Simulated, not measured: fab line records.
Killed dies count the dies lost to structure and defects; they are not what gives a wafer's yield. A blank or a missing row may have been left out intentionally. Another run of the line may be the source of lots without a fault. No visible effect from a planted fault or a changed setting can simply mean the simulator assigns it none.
Which tool is to blame? | flow gf180mcu | 14 lots with 42 wafers sampled at 6 steps, on a route of 602 steps

== WHAT THE GAUGES SHOWED, per wafer ==
GF_MVSD_TW_MEAS_11. Usual: MVSD_TW 1573, standard deviation 10.
lot  | measured     | on           | MVSD_TW        | flag
L752 | day 4 14:44  | filmMetro-03 | 1558 1554 1559 | 
L753 | day 4 18:16  | filmMetro-03 | 1558 1565 1558 | 
L755 | day 5 05:07  | filmMetro-02 | 1574 1571 1590 | 
L756 | day 5 10:39  | filmMetro-02 | 1580 1574 1568 | 
L761 | day 6 14:46  | filmMetro-03 | 1569 1565 1561 | 
L762 | day 6 19:19  | filmMetro-04 | 1581 1585 1585 | 
L764 | day 7 08:42  | filmMetro-03 | 1497 1491 1489 | OFF
L765 | day 7 14:23  | filmMetro-02 | 1511 1509 1518 | OFF
L766 | day 7 20:16  | filmMetro-03 | 1560 1562 1560 | 
L768 | day 8 07:49  | filmMetro-02 | 1563 1566 1563 | 
L770 | day 8 17:33  | filmMetro-04 | 1585 1594 1592 | 
L773 | day 9 14:38  | filmMetro-04 | 1566 1570 1567 | 
L774 | day 9 18:01  | filmMetro-03 | 1580 1584 1589 | 
L775 | day 10 00:04 | filmMetro-02 | 1577 1588 1582 | 

GF_VT_IMPLANT_RS_MEAS_46: measurement is done with a four-point probe. Usual: MVSD_RS 455.9 ohm/sq, standard deviation 1.1.
lot  | measured     | on           | MVSD_RS (ohm/sq)  | flag
L752 | day 7 18:41  | filmMetro-04 | 455.5 456.6 457.1 | 
L753 | day 7 22:20  | filmMetro-02 | 456.6 457.2 457.1 | 
L755 | day 8 10:34  | filmMetro-02 | 456.1 456.1 456.9 | 
L756 | day 8 16:58  | filmMetro-02 | 454.8 456.7 456.5 | 
L761 | day 10 00:52 | filmMetro-03 | 454.9 455.2 457.2 | 
L762 | day 10 07:29 | filmMetro-03 | 457.2 456.1 456.6 | 
L764 | day 10 22:08 | filmMetro-03 | - - -             | OFF
L765 | day 11 04:51 | filmMetro-04 | - - -             | OFF
L766 | day 11 11:58 | filmMetro-02 | 454.6 456.2 456.0 | 
L768 | day 12 00:01 | filmMetro-04 | 457.4 456.7 456.9 | 
L770 | day 12 12:13 | filmMetro-03 | 455.8 455.0 454.1 | 
L773 | day 13 11:37 | filmMetro-02 | 457.1 457.7 458.5 | 
L774 | day 13 15:49 | filmMetro-03 | 456.1 456.1 454.4 | 
L775 | day 13 23:01 | filmMetro-04 | 454.9 455.6 455.2 | 

GF_M2_OVL_MEAS_15. Usual: M2_OVL 2 nm, standard deviation 5.7.
lot  | measured     | on         | M2_OVL (nm) | flag
L752 | day 19 08:31 | overlay-01 | -4 -10 -5   | 
L753 | day 19 13:11 | overlay-01 | -7 5 -3     | 
L755 | day 20 09:44 | overlay-01 | 9 8 0       | 
L756 | day 20 18:23 | overlay-02 | 4 7 9       | 
L761 | day 22 09:56 | overlay-01 | 4 -2 -2     | 
L762 | day 23 00:29 | overlay-01 | 4 3 -2      | 
L766 | day 24 05:59 | overlay-02 | -7 3 -13    | 
L768 | day 25 01:53 | overlay-01 | 7 11 1      | 
L770 | day 26 00:17 | overlay-01 | -6 -8 -6    | 
L773 | day 26 19:17 | overlay-01 | 5 9 3       | 
L774 | day 26 23:28 | overlay-01 | -6 5 -2     | 
L775 | day 27 00:23 | overlay-02 | -1 8 4      | 

GF_V2_THK_MEAS_01. Usual: V2_CVD_00_THK 600 nm, standard deviation 6.1.
lot  | measured     | on           | V2_CVD_00_THK (nm) | flag
L752 | day 19 09:17 | filmMetro-04 | 599 600 601        | 
L753 | day 19 13:57 | filmMetro-02 | 606 611 603        | 
L755 | day 20 10:33 | filmMetro-02 | 604 604 602        | 
L756 | day 20 19:11 | filmMetro-04 | 595 600 593        | 
L761 | day 22 10:45 | filmMetro-04 | 607 604 617        | 
L762 | day 23 01:16 | filmMetro-03 | 592 600 605        | 
L766 | day 24 06:47 | filmMetro-04 | 605 601 594        | 
L768 | day 25 02:44 | filmMetro-03 | 604 596 599        | 
L770 | day 26 01:05 | filmMetro-03 | 594 592 596        | 
L773 | day 26 20:07 | filmMetro-03 | 588 594 597        | 
L774 | day 27 00:14 | filmMetro-03 | 597 603 607        | 
L775 | day 27 01:11 | filmMetro-03 | 596 607 599        | 

== TOOL THAT RAN EACH LOT (tool first, then ch and the chambers of the sampled wafers, then the start) ==
lot  | GF_MVSD_IMPLANT_09             | GF_M1_STRIP_17
L752 | implanter-02 ch 0, day 4 14:29 | plasmaAsher-02 ch 0,1, day 17 05:51
L753 | implanter-02 ch 0, day 4 18:02 | plasmaAsher-04 ch 0,1, day 17 10:26
L755 | implanter-02 ch 0, day 5 04:53 | plasmaAsher-02 ch 0,1, day 18 06:33
L756 | implanter-02 ch 0, day 5 10:24 | plasmaAsher-04 ch 0,1, day 18 14:15
L761 | implanter-01 ch 0, day 6 14:33 | plasmaAsher-02 ch 0,1, day 20 07:50
L762 | implanter-02 ch 0, day 6 19:05 | plasmaAsher-04 ch 0,1, day 20 22:59
L764 | implanter-02, day 7 08:28      | -
L765 | implanter-01, day 7 14:08      | -
L766 | implanter-04 ch 0, day 7 20:02 | plasmaAsher-03 ch 0, day 22 05:50
L768 | implanter-01 ch 0, day 8 07:35 | plasmaAsher-03 ch 0,1, day 22 22:26
L770 | implanter-04 ch 0, day 8 17:19 | plasmaAsher-04 ch 0,1, day 24 01:51
L773 | implanter-02 ch 0, day 9 14:23 | plasmaAsher-02 ch 0,1, day 24 22:53
L774 | implanter-02 ch 0, day 9 17:47 | plasmaAsher-03 ch 0,1, day 25 02:00
L775 | implanter-02 ch 0, day 9 23:50 | plasmaAsher-03 ch 0,1, day 25 03:50
- GF_MVSD_IMPLANT_09
- GF_M1_STRIP_17: strips in O2/N2.

== AS READ BY THE TOOLS THEMSELVES (means over the sampled wafers that have a number; for cases with no such wafer, the mark the record gives instead) ==
GF_MVSD_IMPLANT_09. Usual: beamEnergyKeV 100.00, standard deviation 0.032; beamOnS 10.03 s, standard deviation 0.21.
lot  | tool         | beamEnergyKeV | beamOnS (s) | flag
L752 | implanter-02 | 99.95         | 10.01       | 
L753 | implanter-02 | 100.02        | 10.12       | 
L755 | implanter-02 | 99.96         | 10.13       | 
L756 | implanter-02 | 100.02        | 9.88        | 
L761 | implanter-01 | 99.98         | 10.15       | 
L762 | implanter-02 | 100.01        | 10.01       | 
L764 | implanter-02 | -             | -           | OFF
L765 | implanter-01 | -             | -           | OFF
L766 | implanter-04 | 99.99         | 9.77        | 
L768 | implanter-01 | 99.98         | 9.95        | 
L770 | implanter-04 | 99.98         | 9.90        | 
L773 | implanter-02 | 100.01        | 10.10       | 
L774 | implanter-02 | 100.01        | 9.83        | 
L775 | implanter-02 | 99.98         | 9.92        | 

GF_M1_STRIP_17. Usual: drypumpMotorCurrentA 5.5 A, standard deviation 0.4; heaterPowerW 338 W, standard deviation 23; oesProductAu 0.539 a.u., standard deviation 0.0046; platenTempC 249.98 C, standard deviation 0.17; stripTimeToEndpointS 7.42 s, standard deviation 0.038.
lot  | tool           | drypumpMotorCurrentA (A) | heaterPowerW (W) | oesProductAu (a.u.) | platenTempC (C) | stripTimeToEndpointS (s) | flag
L752 | plasmaAsher-02 | 5.8                      | 345              | 0.537               | 249.89          | 7.36                     | 
L753 | plasmaAsher-04 | 5.6                      | 318              | 0.547               | 249.92          | 7.43                     | 
L755 | plasmaAsher-02 | 5.8                      | 348              | 0.537               | 249.98          | 7.38                     | 
L756 | plasmaAsher-04 | 5.6                      | 316              | 0.537               | 249.90          | 7.37                     | 
L761 | plasmaAsher-02 | 5.8                      | 350              | 0.540               | 250.05          | 7.45                     | 
L762 | plasmaAsher-04 | 5.6                      | 311              | 0.541               | 250.04          | 7.43                     | 
L766 | plasmaAsher-03 | 4.9                      | 345              | 0.535               | 249.80          | 7.38                     | 
L768 | plasmaAsher-03 | 5.2                      | 331              | 0.544               | 250.17          | 7.46                     | 
L770 | plasmaAsher-04 | 5.6                      | 315              | 0.539               | 249.98          | 7.40                     | 
L773 | plasmaAsher-02 | 5.9                      | 349              | 0.534               | 250.06          | 7.45                     | 
L774 | plasmaAsher-03 | 5.1                      | 331              | 0.534               | 249.89          | 7.38                     | 
L775 | plasmaAsher-03 | 5.2                      | 331              | 0.540               | 249.99          | 7.41                     | 

== THE ANSWER, worked out from the rows above alone ==
Rule: a lot is off if the mean of its wafers that have a number lies more than 3 standard deviations from the usual mean. A lot without any number at a reading at which 4 lots or more have one is off too. Any other lot the step has rows for is counted as sound. Order of review: gauges by route order, followed by the tools' own readings, for which a lot's mean as printed above is used. The first step at which some lot is off is used, and at that step the reading that is off furthest; a lot without a number counts as furthest.
Off: L764, L765, seen at GF_MVSD_TW_MEAS_11 (MVSD_TW).
If a tool, at a process step before that reading, ran all the lots that are off and no sound lot after the first of them, it fits. The gauges at GF_MVSD_TW_MEAS_11 aren't tried: what is off there is off at GF_MVSD_IMPLANT_09 too, on other tools, and a gauge's error can't cause that. None of those tried fits.

== WHAT WAS PUT IN BY THE SIMULATOR ==
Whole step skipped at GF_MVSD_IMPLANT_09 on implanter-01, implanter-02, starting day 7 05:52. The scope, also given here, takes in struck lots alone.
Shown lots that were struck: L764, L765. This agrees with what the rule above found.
